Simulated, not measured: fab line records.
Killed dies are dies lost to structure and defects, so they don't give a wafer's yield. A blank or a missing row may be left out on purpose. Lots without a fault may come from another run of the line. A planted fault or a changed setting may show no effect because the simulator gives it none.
fab line records -- flow gf180mcu
record lots=24, wafers=72, lastDay=34
route steps=602 shown STI@5 VT_IMPLANT@132 PSD@256 CONTACT@291 V1@349
lots that met no fault: taken from a fault-free run of the same line
startH: hours from the record's first day to the start of the lot's first wafer shown -- waitH: hours from the lot's prior step to this one -- " same as the row above -- L1.1+2: a row that stands for several wafers -- - either no value or no given start -- * or withheld: withheld -- < > ~ a bound
route shown NAME@n: a module of which the file shows steps, and the number in the route of the first -- usual: mean/standard deviation taken from wafers without a fault -- same: alike in all rows -- chamber/n: place in a boat -- sites: the reading at each site -- _std_site: standard deviation of those values -- _edge_site: the outer-site mean with the inner-site mean subtracted -- radiusMm: how far each site lies from the wafer's centre -- mask NAME#n: copy n -- behind: the tool/chamber that last shaped the wafer -- hold: why the lot went on hold/how many hours it stayed there/how the hold came to an end -- device: whichever transistor did not switch (one of n, p or np) -- end of line: at the end of the route, the tests of the same wafers -- a step without rows: its recipe alone -- killed: the dies lost at the first sort to structure and to defects; this is not the yield of the wafer -- map: per-die view of a wafer (x killed, . not killed, _ where there is no die)
set.NAME: setting as actually run; set.NAME@STEP: the setting as run at that earlier step -- model.NAME: the simulator's own value behind a step, which no gauge read
steps of the route over a sample of lots; a table a step, a row a wafer
services: from which hour (startH, from the record's first day; less than 0 if before it) a tool's chamber was out of use, for how many hours, and why
## steps
# step GF_STI_THK_MEAS_04
# recipe reads=Si3N4_of_STI_CVD_03
# usual STI_CVD_03_THK=206.1/2.2
lot.wafer,tool,chamber,startH,waitH,STI_CVD_03_THK[nm]
L074.2,filmMetro-01,-,13.57,0.0,208.1
L074.3,filmMetro-01,-,13.57,0.0,207.2
L074.5,filmMetro-01,-,13.57,0.0,206.6
L075.2,filmMetro-03,-,18.57,0.0,202.5
L075.3,filmMetro-03,-,18.57,0.0,205.9
L075.6,filmMetro-03,-,18.57,0.0,204.7
L076.1,filmMetro-03,-,23.80,0.0,204.2
L076.4,filmMetro-03,-,23.80,0.0,207.1
L076.6,filmMetro-03,-,23.80,0.0,206.2
L077.1,filmMetro-03,-,29.86,0.0,206.7
L077.2,filmMetro-03,-,29.86,0.0,206.1
L077.6,filmMetro-03,-,29.86,0.0,206.1
L078.2,filmMetro-01,-,33.57,0.0,207.0
L078.3,filmMetro-01,-,33.57,0.0,206.0
L078.6,filmMetro-01,-,33.57,0.0,204.2
L079.4,filmMetro-03,-,39.51,0.0,208.0
L079.5,filmMetro-03,-,39.51,0.0,207.5
L079.6,filmMetro-03,-,39.51,0.0,206.6
L080.4,filmMetro-02,-,43.59,0.0,207.1
L080.5,filmMetro-02,-,43.59,0.0,208.0
L080.6,filmMetro-02,-,43.59,0.0,207.2
L081.2,filmMetro-03,-,48.57,0.0,208.7
L081.4,filmMetro-03,-,48.57,0.0,209.8
L081.6,filmMetro-03,-,48.57,0.0,209.7
L082.1,filmMetro-02,-,53.78,0.0,208.6
L082.2,filmMetro-02,-,53.78,0.0,207.5
L082.6,filmMetro-02,-,53.78,0.0,209.3
L083.1,filmMetro-02,-,58.56,0.0,208.8
L083.4,filmMetro-02,-,58.56,0.0,209.5
L083.5,filmMetro-02,-,58.56,0.0,209.0
L084.4,filmMetro-01,-,63.59,0.0,206.9
L084.5,filmMetro-01,-,63.59,0.0,205.4
L084.6,filmMetro-01,-,63.59,0.0,205.9
L085.1,filmMetro-02,-,69.22,0.0,209.1
L085.4,filmMetro-02,-,69.22,0.0,208.3
L085.5,filmMetro-02,-,69.22,0.0,207.4
L086.1,filmMetro-03,-,74.63,0.0,205.6
L086.5,filmMetro-03,-,74.63,0.0,205.8
L086.6,filmMetro-03,-,74.63,0.0,206.1
L087.1,filmMetro-02,-,79.87,0.0,207.7
L087.3,filmMetro-02,-,79.87,0.0,209.9
L087.5,filmMetro-02,-,79.87,0.0,207.9
L088.2,filmMetro-02,-,83.59,0.0,206.3
L088.4,filmMetro-02,-,83.59,0.0,205.4
L088.5,filmMetro-02,-,83.59,0.0,204.1
L089.4,filmMetro-03,-,88.59,0.0,206.7
L089.5,filmMetro-03,-,88.59,0.0,208.2
L089.6,filmMetro-03,-,88.59,0.0,206.7
L090.3,filmMetro-01,-,93.58,0.0,201.5
L090.5,filmMetro-01,-,93.58,0.0,202.9
L090.6,filmMetro-01,-,93.58,0.0,201.6
L091.1,filmMetro-01,-,98.56,0.0,205.2
L091.4,filmMetro-01,-,98.56,0.0,206.8
L091.5,filmMetro-01,-,98.56,0.0,206.9
L092.4,filmMetro-01,-,104.58,0.0,206.2
L092.5,filmMetro-01,-,104.58,0.0,206.5
L092.6,filmMetro-01,-,104.58,0.0,207.3
L093.1,filmMetro-01,-,108.56,0.0,202.7
L093.3,filmMetro-01,-,108.56,0.0,203.0
L093.4,filmMetro-01,-,108.56,0.0,202.5
L094.3,filmMetro-01,-,113.58,0.0,201.8
L094.4,filmMetro-01,-,113.58,0.0,201.1
L094.5,filmMetro-01,-,113.58,0.0,202.6
L095.1,filmMetro-01,-,118.56,0.0,207.4
L095.5,filmMetro-01,-,118.56,0.0,208.6
L095.6,filmMetro-01,-,118.56,0.0,204.3
L096.4,filmMetro-01,-,124.39,0.0,203.3
L096.5,filmMetro-01,-,124.39,0.0,205.8
L096.6,filmMetro-01,-,124.39,0.0,204.2
L097.2,filmMetro-01,-,128.57,0.0,203.9
L097.4,filmMetro-01,-,128.57,0.0,204.5
L097.5,filmMetro-01,-,128.57,0.0,202.4
# step GF_VT_IMPLANT_STRIP_42
# recipe chemistry=O2/N2, powerW=1400, pressureMtorr=1500, platenTempC=250, o2FlowSccm=3000, n2FlowSccm=300, overashFraction=0.5
# usual drypumpMotorCurrentA=5.9/0.56, heaterPowerW=351/28, o2FlowSccm=3001/8.4, oesProductAu=0.716/0.0048, stripTimeToEndpointS=12.64/0.037
lot.wafer,tool,chamber,startH,waitH,drypumpMotorCurrentA,heaterPowerW,o2FlowSccm,oesProductAu,rfHoursCounterH,stripTimeToEndpointS
L074.2,plasmaAsher-01,1,155.81,0.1,5.2,385,3007,0.724,4,12.64
L074.3,plasmaAsher-01,1,155.81,0.1,5.2,380,3015,0.714,-,12.61
L074.5,plasmaAsher-01,1,155.81,0.1,5.2,376,3013,0.715,-,12.62
L075.2,plasmaAsher-03,0,162.66,0.1,6.3,352,3018,0.720,36,12.61
L075.3,plasmaAsher-03,0,162.66,0.1,6.3,353,2981,0.717,-,12.65
L075.6,plasmaAsher-03,1,162.66,0.1,6.7,374,3014,0.725,-,12.65
L076.1,plasmaAsher-03,1,169.47,0.1,6.7,375,3008,0.720,37,12.61
L076.4,plasmaAsher-03,0,169.47,0.1,6.3,346,2996,0.723,-,12.63
L076.6,plasmaAsher-03,0,169.47,0.1,6.3,353,3004,0.713,-,12.66
L077.1,plasmaAsher-03,1,176.66,0.1,6.7,374,2998,0.703,38,12.61
L077.2,plasmaAsher-03,0,176.66,0.1,6.3,349,2994,0.715,38,12.59
L077.6,plasmaAsher-03,1,176.66,0.1,6.7,380,3018,0.716,-,12.60
L078.2,plasmaAsher-03,0,181.02,0.1,6.3,354,3000,0.710,38,12.68
L078.3,plasmaAsher-03,0,181.02,0.1,6.3,350,2993,0.709,-,12.70
L078.6,plasmaAsher-03,0,181.02,0.1,6.3,352,2988,0.718,-,12.67
L079.4,plasmaAsher-03,0,190.25,0.1,6.3,350,3004,0.710,-,12.63
L079.5,plasmaAsher-03,0,190.25,0.1,6.3,357,2996,0.727,-,12.63
L079.6,plasmaAsher-03,1,190.25,0.1,6.7,383,3003,0.718,-,12.58
L080.4,plasmaAsher-01,1,194.89,0.1,5.2,374,3001,0.711,-,12.62
L080.5,plasmaAsher-01,1,194.89,0.1,5.2,371,2995,0.719,-,12.65
L080.6,plasmaAsher-01,0,194.89,0.1,5.6,330,3008,0.711,-,12.62
L081.2,plasmaAsher-01,1,202.92,0.1,5.2,372,3000,0.721,9,12.68
L081.4,plasmaAsher-01,1,202.92,0.1,5.2,373,2999,0.720,-,12.67
L081.6,plasmaAsher-01,0,202.92,0.1,5.5,322,2994,0.717,-,12.68
L082.1,plasmaAsher-01,0,209.07,0.1,5.5,311,3005,0.721,10,12.74
L082.2,plasmaAsher-01,1,209.07,0.1,5.2,381,3002,0.718,10,12.69
L082.6,plasmaAsher-01,1,209.07,0.1,5.2,385,3001,0.721,-,12.69
L083.1,plasmaAsher-04,0,220.02,0.1,6.0,362,3003,0.712,61,12.69
L083.4,plasmaAsher-04,0,220.02,0.1,6.0,361,3018,0.714,-,12.68
L083.5,plasmaAsher-04,0,220.02,0.1,6.0,370,3002,0.716,-,12.73
L084.4,plasmaAsher-04,0,224.55,0.1,6.0,371,2994,0.712,-,12.66
L084.5,plasmaAsher-04,1,224.55,0.1,5.3,292,3005,0.720,-,12.69
L084.6,plasmaAsher-04,0,224.55,0.1,6.0,363,3003,0.712,-,12.69
L085.1,plasmaAsher-01,0,233.41,0.1,5.5,319,2997,0.713,12,12.64
L085.4,plasmaAsher-01,1,233.41,0.1,5.2,371,3011,0.716,-,12.61
L085.5,plasmaAsher-01,1,233.41,0.1,5.2,380,3006,0.719,-,12.70
L086.1,plasmaAsher-03,0,237.37,0.1,6.3,342,3005,0.717,44,12.67
L086.5,plasmaAsher-03,0,237.37,0.1,6.3,341,2998,0.714,-,12.65
L086.6,plasmaAsher-03,1,237.37,0.1,6.7,381,2995,0.720,-,12.71
L087.1,plasmaAsher-03,0,244.01,0.1,6.3,345,3007,0.718,44,12.58
L087.3,plasmaAsher-03,1,244.01,0.1,6.7,366,2994,0.716,-,12.61
L087.5,plasmaAsher-03,0,244.01,0.1,6.3,360,3005,0.723,-,12.62
L088.2,plasmaAsher-03,1,252.82,0.1,6.7,377,3001,0.716,46,12.64
L088.4,plasmaAsher-03,1,252.82,0.1,6.7,381,3000,0.717,-,12.63
L088.5,plasmaAsher-03,0,252.82,0.1,6.3,351,2984,0.708,-,12.63
L089.4,plasmaAsher-04,1,257.90,0.1,5.3,302,3024,0.713,-,12.65
L089.5,plasmaAsher-04,1,257.90,0.1,5.3,295,3007,0.712,-,12.67
L089.6,plasmaAsher-04,0,257.90,0.1,6.0,375,2988,0.718,-,12.65
L090.3,plasmaAsher-03,0,264.29,0.1,6.3,352,3003,0.716,-,12.71
L090.5,plasmaAsher-03,1,264.29,0.1,6.7,370,3007,0.719,-,12.67
L090.6,plasmaAsher-03,0,264.29,0.1,6.3,352,2996,0.716,-,12.71
L091.1,plasmaAsher-03,1,271.47,0.1,6.6,370,3003,0.708,48,12.65
L091.4,plasmaAsher-03,1,271.47,0.1,6.7,382,3022,0.718,-,12.67
L091.5,plasmaAsher-03,0,271.47,0.1,6.3,356,3002,0.708,-,12.70
L092.4,plasmaAsher-04,0,281.85,0.1,6.1,361,3013,0.716,-,12.70
L092.5,plasmaAsher-04,0,281.85,0.1,6.0,352,3000,0.720,-,12.68
L092.6,plasmaAsher-04,1,281.85,0.1,5.3,293,3004,0.719,-,12.66
L093.1,plasmaAsher-03,1,285.82,0.1,6.7,370,3009,0.723,50,12.67
L093.3,plasmaAsher-03,1,285.82,0.1,6.7,372,3006,0.721,-,12.64
L093.4,plasmaAsher-03,0,285.82,0.1,6.3,352,2992,0.716,-,12.63
L094.3,plasmaAsher-01,0,292.99,0.1,5.6,336,2990,0.716,-,12.60
L094.4,plasmaAsher-01,1,292.99,0.1,5.2,371,3000,0.721,-,12.63
L094.5,plasmaAsher-01,1,292.99,0.1,5.2,375,2990,0.725,-,12.62
L095.1,plasmaAsher-01,1,297.06,0.1,5.2,369,2988,0.712,16,12.64
L095.5,plasmaAsher-01,0,297.06,0.1,5.5,326,2989,0.714,-,12.67
L095.6,plasmaAsher-01,1,297.06,0.1,5.2,376,3002,0.709,-,12.64
L096.4,plasmaAsher-01,1,306.44,0.1,5.2,382,2989,0.711,-,12.60
L096.5,plasmaAsher-01,1,306.44,0.1,5.2,374,2994,0.715,-,12.59
L096.6,plasmaAsher-01,0,306.44,0.1,5.5,329,3004,0.707,-,12.59
L097.2,plasmaAsher-04,1,311.30,0.1,5.3,297,2991,0.722,72,12.62
L097.4,plasmaAsher-04,0,311.30,0.1,6.1,373,2993,0.717,-,12.62
L097.5,plasmaAsher-04,0,311.30,0.1,6.1,373,3011,0.719,-,12.61
# step GF_PSD_OVL_MEAS_08
# usual PSD_OVL=0.7/1.2
lot.wafer,tool,chamber,startH,waitH,PSD_OVL[nm]
L074.2,overlay-01,-,317.14,0.1,0.6
L074.3,overlay-01,-,317.14,0.1,-0.9
L074.5,overlay-01,-,317.14,0.1,-1.2
L075.2,overlay-01,-,322.01,0.1,-0.7
L075.3,overlay-01,-,322.01,0.1,1.0
L075.6,overlay-01,-,322.01,0.1,2.1
L076.1,overlay-01,-,335.49,0.1,0.8
L076.4,overlay-01,-,335.49,0.1,0.5
L076.6,overlay-01,-,335.49,0.1,0.6
L077.1,overlay-01,-,340.72,0.1,0.9
L077.2,overlay-01,-,340.72,0.1,-0.7
L077.6,overlay-01,-,340.72,0.1,-1.5
L078.2,overlay-01,-,346.74,0.1,1.0
L078.3,overlay-01,-,346.74,0.1,-1.1
L078.6,overlay-01,-,346.74,0.1,-0.3
L079.4,overlay-02,-,359.92,0.1,-0.3
L079.5,overlay-02,-,359.92,0.1,0.0
L079.6,overlay-02,-,359.92,0.1,0.5
L080.4,overlay-02,-,363.91,0.1,2.7
L080.5,overlay-02,-,363.91,0.1,1.6
L080.6,overlay-02,-,363.91,0.1,1.1
L081.2,overlay-01,-,375.24,0.1,-0.9
L081.4,overlay-01,-,375.24,0.1,0.2
L081.6,overlay-01,-,375.24,0.1,2.5
L082.1,overlay-01,-,383.54,0.1,2.1
L082.2,overlay-01,-,383.54,0.1,1.4
L082.6,overlay-01,-,383.54,0.1,1.6
L083.1,overlay-01,-,396.75,0.1,-1.0
L083.4,overlay-01,-,396.75,0.1,-0.9
L083.5,overlay-01,-,396.75,0.1,-0.7
L084.4,overlay-02,-,404.12,0.1,2.3
L084.5,overlay-02,-,404.12,0.1,1.6
L084.6,overlay-02,-,404.12,0.1,1.3
L085.1,overlay-02,-,412.79,0.1,2.1
L085.4,overlay-02,-,412.79,0.1,0.5
L085.5,overlay-02,-,412.79,0.1,1.8
L086.1,overlay-02,-,420.79,0.1,1.2
L086.5,overlay-02,-,420.79,0.1,0.1
L086.6,overlay-02,-,420.79,0.1,0.8
L087.1,overlay-01,-,428.96,0.1,0.8
L087.3,overlay-01,-,428.96,0.1,1.7
L087.5,overlay-01,-,428.96,0.1,1.4
L088.2,overlay-01,-,436.49,0.1,3.6
L088.4,overlay-01,-,436.49,0.1,0.7
L088.5,overlay-01,-,436.49,0.1,2.8
L089.4,overlay-01,-,441.95,0.1,0.7
L089.5,overlay-01,-,441.95,0.1,1.4
L089.6,overlay-01,-,441.95,0.1,1.2
L090.3,overlay-01,-,455.30,0.1,-0.7
L090.5,overlay-01,-,455.30,0.1,1.6
L090.6,overlay-01,-,455.30,0.1,1.8
L091.1,overlay-02,-,463.09,0.1,1.2
L091.4,overlay-02,-,463.09,0.1,0.8
L091.5,overlay-02,-,463.09,0.1,0.5
L092.4,overlay-01,-,472.10,0.1,0.0
L092.5,overlay-01,-,472.10,0.1,-0.8
L092.6,overlay-01,-,472.10,0.1,-0.5
L093.1,overlay-01,-,479.00,0.1,0.1
L093.3,overlay-01,-,479.00,0.1,0.3
L093.4,overlay-01,-,479.00,0.1,-0.4
L094.3,overlay-02,-,491.01,0.1,1.4
L094.4,overlay-02,-,491.01,0.1,0.8
L094.5,overlay-02,-,491.01,0.1,0.9
L095.1,overlay-01,-,493.50,0.1,0.9
L095.5,overlay-01,-,493.50,0.1,2.5
L095.6,overlay-01,-,493.50,0.1,1.6
L096.4,overlay-02,-,500.38,0.1,2.2
L096.5,overlay-02,-,500.38,0.1,0.3
L096.6,overlay-02,-,500.38,0.1,0.5
L097.2,overlay-02,-,513.25,0.1,2.3
L097.4,overlay-02,-,513.25,0.1,2.0
L097.5,overlay-02,-,513.25,0.1,1.7
# step GF_CONTACT_CMP_04
# recipe material=SiO2, downForcePsi=4, platenRpm=60, padVelocityMS=0.94248
# usual motorCurrentA=12.2/0.87, timeToEndpointS=114/6.5
lot.wafer,tool,chamber,startH,waitH,motorCurrentA,timeToEndpointS
L074.2,cmp-02,3,339.97,0.0,12.1,114
L074.3,cmp-02,0,339.97,0.0,13.2,112
L074.5,cmp-02,3,339.97,0.0,11.5,120
L075.2,cmp-01,1,345.02,0.1,11.2,102
L075.3,cmp-01,3,345.02,0.1,12.5,110
L075.6,cmp-01,0,345.02,0.1,11.6,119
L076.4,cmp-02,3,358.39,0.1,11.8,121
L076.1,cmp-02,0,358.39,0.1,12.8,111
L076.6,cmp-02,2,358.39,0.1,10.9,114
L077.2,cmp-02,3,364.39,0.0,11.5,108
L077.1,cmp-02,2,364.39,0.0,11.5,110
L077.6,cmp-02,3,364.39,0.0,12.0,119
L078.2,cmp-01,3,370.10,0.1,14.1,114
L078.3,cmp-01,0,370.10,0.1,12.6,108
L078.6,cmp-01,2,370.10,0.1,12.4,123
L079.4,cmp-02,0,384.09,0.1,13.7,111
L079.6,cmp-02,3,384.09,0.1,12.2,109
L079.5,cmp-02,0,384.09,0.1,13.7,117
L080.4,cmp-01,1,387.42,0.2,11.1,105
L080.5,cmp-01,3,387.42,0.2,12.6,116
L080.6,cmp-01,0,387.42,0.2,12.2,114
L081.4,cmp-02,2,399.21,0.1,11.0,124
L081.2,cmp-02,0,399.21,0.1,13.5,124
L081.6,cmp-02,2,399.21,0.1,11.0,133
L082.1,cmp-02,2,408.73,0.1,11.3,109
L082.2,cmp-02,0,408.73,0.1,13.6,111
L082.6,cmp-02,2,408.73,0.1,11.0,116
L083.4,cmp-02,3,422.42,0.1,11.6,111
L083.1,cmp-02,0,422.42,0.1,13.9,108
L083.5,cmp-02,2,422.42,0.1,11.0,114
L084.4,cmp-01,2,430.13,0.2,11.9,125
L084.5,cmp-01,3,430.13,0.2,12.7,112
L084.6,cmp-01,0,430.13,0.2,11.9,114
L085.1,cmp-02,2,438.90,0.1,11.4,109
L085.4,cmp-02,3,438.90,0.1,11.8,114
L085.5,cmp-02,2,438.90,0.1,11.0,117
L086.1,cmp-01,0,447.94,0.1,12.3,117
L086.5,cmp-01,2,447.94,0.1,11.6,126
L086.6,cmp-01,3,447.94,0.1,12.7,117
L087.3,cmp-01,3,454.81,0.1,13.8,108
L087.1,cmp-01,0,454.81,0.1,12.6,116
L087.5,cmp-01,3,454.81,0.1,12.7,124
L088.2,cmp-02,0,462.59,0.1,13.4,106
L088.4,cmp-02,1,462.59,0.1,12.2,110
L088.5,cmp-02,0,462.59,0.1,13.7,112
L089.4,cmp-02,2,467.96,0.1,10.6,118
L089.6,cmp-02,1,467.96,0.1,13.2,123
L089.5,cmp-02,2,467.96,0.1,11.0,107
L090.3,cmp-02,3,481.17,0.1,11.4,122
L090.5,cmp-02,2,481.17,0.1,10.7,130
L090.6,cmp-02,3,481.17,0.1,11.9,123
L091.4,cmp-02,3,492.88,0.0,12.1,111
L091.1,cmp-02,2,492.88,0.0,11.1,105
L091.5,cmp-02,3,492.88,0.0,11.7,111
L092.4,cmp-02,2,497.87,0.2,11.6,121
L092.5,cmp-02,3,497.87,0.2,12.1,123
L092.6,cmp-02,0,497.87,0.2,13.7,124
L093.1,cmp-01,2,502.37,0.1,11.9,114
L093.3,cmp-01,0,502.37,0.1,11.8,115
L093.4,cmp-01,1,502.37,0.1,11.0,109
L094.4,cmp-01,1,515.23,0.4,11.6,115
L094.3,cmp-01,2,515.23,0.4,12.4,123
L094.5,cmp-01,1,515.23,0.4,11.4,121
L095.1,cmp-01,0,518.64,0.1,11.8,119
L095.5,cmp-01,3,518.64,0.1,13.0,111
L095.6,cmp-01,0,518.64,0.1,12.8,124
L096.4,cmp-01,0,525.61,0.2,12.1,121
L096.6,cmp-01,1,525.61,0.2,10.7,119
L096.5,cmp-01,2,525.61,0.2,12.6,121
L097.4,cmp-01,1,538.20,0.0,12.0,112
L097.2,cmp-01,2,538.20,0.0,11.7,111
L097.5,cmp-01,1,538.20,0.0,11.4,112
# step GF_V1_CD_MEAS_14
# recipe targetCdNm=260
# usual cdNm=259.8/1.4
lot.wafer,tool,chamber,startH,waitH,cdNm
L074.2,cdSem-02,-,410.75,0.1,259.4
L074.3,cdSem-02,-,410.75,0.1,258.2
L074.5,cdSem-02,-,410.75,0.1,258.2
L075.2,cdSem-02,-,415.94,0.1,259.5
L075.3,cdSem-02,-,415.94,0.1,259.0
L075.6,cdSem-02,-,415.94,0.1,258.4
L076.1,cdSem-02,-,430.93,0.1,262.2
L076.4,cdSem-02,-,430.93,0.1,262.0
L076.6,cdSem-02,-,430.93,0.1,261.2
L077.1,cdSem-02,-,437.47,0.1,260.7
L077.2,cdSem-02,-,437.47,0.1,262.1
L077.6,cdSem-02,-,437.47,0.1,260.8
L078.2,cdSem-02,-,443.59,0.3,262.3
L078.3,cdSem-02,-,443.59,0.3,260.8
L078.6,cdSem-02,-,443.59,0.3,260.1
L079.4,cdSem-02,-,458.58,0.1,260.0
L079.5,cdSem-02,-,458.58,0.1,260.3
L079.6,cdSem-02,-,458.58,0.1,259.9
L080.4,cdSem-02,-,462.43,0.1,258.4
L080.5,cdSem-02,-,462.43,0.1,259.1
L080.6,cdSem-02,-,462.43,0.1,258.6
L081.2,cdSem-02,-,473.59,0.1,259.0
L081.4,cdSem-02,-,473.59,0.1,258.8
L081.6,cdSem-02,-,473.59,0.1,258.9
L082.1,cdSem-02,-,484.12,0.1,259.0
L082.2,cdSem-02,-,484.12,0.1,261.3
L082.6,cdSem-02,-,484.12,0.1,260.3
L083.1,cdSem-02,-,497.98,0.1,258.6
L083.4,cdSem-02,-,497.98,0.1,258.9
L083.5,cdSem-02,-,497.98,0.1,259.0
L084.4,cdSem-02,-,503.57,0.1,258.7
L084.5,cdSem-02,-,503.57,0.1,260.2
L084.6,cdSem-02,-,503.57,0.1,259.0
L085.1,cdSem-01,-,516.63,0.1,261.5
L085.4,cdSem-01,-,516.63,0.1,261.8
L085.5,cdSem-01,-,516.63,0.1,261.1
L086.1,cdSem-01,-,522.63,0.1,259.6
L086.5,cdSem-01,-,522.63,0.1,259.1
L086.6,cdSem-01,-,522.63,0.1,259.6
L087.1,cdSem-02,-,527.06,0.1,257.2
L087.3,cdSem-02,-,527.06,0.1,258.5
L087.5,cdSem-02,-,527.06,0.1,258.1
L088.2,cdSem-01,-,539.68,0.1,260.6
L088.4,cdSem-01,-,539.68,0.1,261.4
L088.5,cdSem-01,-,539.68,0.1,261.7
L089.4,cdSem-01,-,542.87,0.1,259.7
L089.5,cdSem-01,-,542.87,0.1,260.8
L089.6,cdSem-01,-,542.87,0.1,260.4
L090.3,cdSem-01,-,551.72,0.1,258.9
L090.5,cdSem-01,-,551.72,0.1,260.1
L090.6,cdSem-01,-,551.72,0.1,259.1
L091.1,cdSem-01,-,564.54,0.2,262.3
L091.4,cdSem-01,-,564.54,0.2,261.5
L091.5,cdSem-01,-,564.54,0.2,263.0
L092.4,cdSem-02,-,569.37,0.1,260.8
L092.5,cdSem-02,-,569.37,0.1,261.6
L092.6,cdSem-02,-,569.37,0.1,261.0
L093.1,cdSem-02,-,573.31,0.1,258.4
L093.3,cdSem-02,-,573.31,0.1,260.8
L093.4,cdSem-02,-,573.31,0.1,259.4
L094.3,cdSem-02,-,585.50,0.1,258.8
L094.4,cdSem-02,-,585.50,0.1,258.1
L094.5,cdSem-02,-,585.50,0.1,258.6
L095.1,cdSem-02,-,589.78,0.1,260.6
L095.5,cdSem-02,-,589.78,0.1,262.1
L095.6,cdSem-02,-,589.78,0.1,260.6
L096.4,cdSem-02,-,595.65,0.4,256.3
L096.5,cdSem-02,-,595.65,0.4,255.8
L096.6,cdSem-02,-,595.65,0.4,257.5
L097.2,cdSem-02,-,605.48,0.1,259.4
L097.4,cdSem-02,-,605.48,0.1,259.9
L097.5,cdSem-02,-,605.48,0.1,258.5
# step GF_V1_SPUTTER_21
# recipe material=Ti, targetThkNm=15, chamberPressurePa=5, powerW=2500, substrateTempC=200, timeS=80.02
# usual throttleValvePct=30.5/1.1
lot.wafer,tool,chamber,startH,waitH,throttleValvePct
L074.2,pvdSputter-01,-,411.59,0.0,28.7
L074.3,pvdSputter-01,-,411.59,0.0,30.2
L074.5,pvdSputter-01,-,411.59,0.0,30.7
L075.2,pvdSputter-04,-,416.74,0.0,29.4
L075.3,pvdSputter-04,-,416.74,0.0,30.9
L075.6,pvdSputter-04,-,416.74,0.0,29.6
L076.1,pvdSputter-01,-,431.75,0.0,30.5
L076.4,pvdSputter-01,-,431.75,0.0,30.2
L076.6,pvdSputter-01,-,431.75,0.0,30.5
L077.1,pvdSputter-04,-,438.28,0.0,30.9
L077.2,pvdSputter-04,-,438.28,0.0,29.5
L077.6,pvdSputter-04,-,438.28,0.0,29.8
L078.2,pvdSputter-01,-,444.48,0.0,30.3
L078.3,pvdSputter-01,-,444.48,0.0,30.7
L078.6,pvdSputter-01,-,444.48,0.0,30.4
L079.4,pvdSputter-01,-,459.74,0.0,31.2
L079.5,pvdSputter-01,-,459.74,0.0,30.2
L079.6,pvdSputter-01,-,459.74,0.0,31.1
L080.4,pvdSputter-04,-,463.22,0.0,29.6
L080.5,pvdSputter-04,-,463.22,0.0,29.8
L080.6,pvdSputter-04,-,463.22,0.0,29.9
L081.2,pvdSputter-03,-,474.38,0.0,32.1
L081.4,pvdSputter-03,-,474.38,0.0,31.2
L081.6,pvdSputter-03,-,474.38,0.0,30.9
L082.1,pvdSputter-04,-,484.96,0.0,31.3
L082.2,pvdSputter-04,-,484.96,0.0,29.6
L082.6,pvdSputter-04,-,484.96,0.0,29.6
L083.1,pvdSputter-01,-,498.80,0.0,28.5
L083.4,pvdSputter-01,-,498.80,0.0,30.2
L083.5,pvdSputter-01,-,498.80,0.0,30.5
L084.4,pvdSputter-01,-,504.33,0.0,30.5
L084.5,pvdSputter-01,-,504.33,0.0,30.2
L084.6,pvdSputter-01,-,504.33,0.0,30.4
L085.1,pvdSputter-01,-,517.45,0.0,30.4
L085.4,pvdSputter-01,-,517.45,0.0,28.7
L085.5,pvdSputter-01,-,517.45,0.0,28.3
L086.1,pvdSputter-03,-,523.45,0.0,29.5
L086.5,pvdSputter-03,-,523.45,0.0,32.0
L086.6,pvdSputter-03,-,523.45,0.0,31.0
L087.1,pvdSputter-03,-,527.88,0.0,32.1
L087.3,pvdSputter-03,-,527.88,0.0,32.1
L087.5,pvdSputter-03,-,527.88,0.0,32.2
L088.2,pvdSputter-04,-,540.51,0.0,30.9
L088.4,pvdSputter-04,-,540.51,0.0,29.9
L088.5,pvdSputter-04,-,540.51,0.0,29.7
L089.4,pvdSputter-01,-,543.66,0.0,30.3
L089.5,pvdSputter-01,-,543.66,0.0,31.1
L089.6,pvdSputter-01,-,543.66,0.0,28.6
L090.3,pvdSputter-01,-,552.65,0.0,28.4
L090.5,pvdSputter-01,-,552.65,0.0,28.3
L090.6,pvdSputter-01,-,552.65,0.0,30.2
L091.1,pvdSputter-03,-,565.40,0.0,31.2
L091.4,pvdSputter-03,-,565.40,0.0,31.9
L091.5,pvdSputter-03,-,565.40,0.0,32.3
L092.4,pvdSputter-03,-,570.17,0.0,32.1
L092.5,pvdSputter-03,-,570.17,0.0,30.9
L092.6,pvdSputter-03,-,570.17,0.0,32.2
L093.1,pvdSputter-03,-,574.16,0.0,30.8
L093.3,pvdSputter-03,-,574.16,0.0,29.8
L093.4,pvdSputter-03,-,574.16,0.0,32.1
L094.3,pvdSputter-01,-,586.32,0.0,31.3
L094.4,pvdSputter-01,-,586.32,0.0,28.4
L094.5,pvdSputter-01,-,586.32,0.0,28.6
L095.1,pvdSputter-03,-,590.60,0.0,31.8
L095.5,pvdSputter-03,-,590.60,0.0,32.3
L095.6,pvdSputter-03,-,590.60,0.0,30.8
L096.4,pvdSputter-03,-,596.44,0.0,31.0
L096.5,pvdSputter-03,-,596.44,0.0,32.1
L096.6,pvdSputter-03,-,596.44,0.0,32.0
L097.2,pvdSputter-03,-,606.28,0.0,31.9
L097.4,pvdSputter-03,-,606.28,0.0,31.9
L097.5,pvdSputter-03,-,606.28,0.0,32.2
## services
tool,chamber,startH,hours,kind
cmp-01,-,162.00,0.8,repair
cmp-02,-,168.62,0.8,repair
cmp-02,-,217.83,0.7,repair
cmp-01,-,232.00,4.0,pm
cmp-01,-,244.56,1.9,repair
cmp-02,-,256.77,1.7,repair
cmp-01,-,266.92,11.0,repair
cmp-02,-,281.12,1.8,repair
plasmaAsher-03,-,291.89,1.6,repair
cmp-02,-,292.08,5.2,pm
cmp-01,-,294.80,3.1,repair
cmp-01,-,388.70,5.1,pm
cmp-02,-,404.00,4.0,pm
cmp-01,-,425.99,1.7,repair
pvdSputter-01,-,426.73,2.6,repair
cmp-02,-,441.19,3.7,pm
cmp-01,-,445.52,0.5,repair
pvdSputter-01,-,462.37,2.0,repair
cmp-01,-,466.60,1.4,repair
cmp-02,-,478.65,1.6,repair
plasmaAsher-03,-,492.00,4.3,repair
cmp-01,-,552.94,0.5,repair
cmp-01,-,572.00,4.0,pm
cmp-02,-,597.69,1.0,repair
## key
fault none
